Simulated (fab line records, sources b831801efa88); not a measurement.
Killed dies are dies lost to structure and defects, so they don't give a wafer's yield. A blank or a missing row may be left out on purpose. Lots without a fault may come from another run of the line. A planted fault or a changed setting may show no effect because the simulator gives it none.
Chamber matching | flow gf180mcu | GF_MIM_CVD_05 on pecvd-01: 3 sister chambers
The step deposits Si3N4, target thk 42 nm, time 29.086 s. 3 wafers are shown with their chamber, then 7 later ones without.

WAFERS WITH THEIR CHAMBER
wafer  | chamber | heater_power_w (W)
L693.2 | 1       | 613
L695.2 | 0       | 617
L695.3 | 2       | 762

WAFERS WITHOUT THEIR CHAMBER
wafer  | heater_power_w (W)
L695.6 | 753
L696.1 | 642
L696.3 | 780
L696.6 | 636
L700.1 | 674
L700.2 | 595
L700.4 | 781

WHICH CHAMBER EACH WENT THROUGH
wafer  | from the rows above          | in truth
L695.6 | 2                            | 2
L696.1 | can't be placed: 0 or 1      | 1
L696.3 | 2                            | 2
L696.6 | can't be placed: 0 or 1      | 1
L700.1 | can't be placed: 0 or 1 or 2 | 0
L700.2 | can't be placed: 1 or 0      | 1
L700.4 | 2                            | 2
Placed correctly: 3 of 7. Can't be placed from these rows: 4 (the true chamber is among the candidates in 4). Placed wrongly: 0.
How it was worked out, from the rows above alone: a wafer's distance from a chamber is the root of the sum, over the readings, of the square of ((its reading less the chamber's mean) divided by the reading's scatter). The wafer belongs to the nearest chamber; if the next one is less than 2 further off, it can't be placed. A chamber's mean is the mean of its shown wafers. The scatter: with one shown wafer a chamber, the root of the mean of the squares of how far each hidden wafer lies from its nearest shown one.
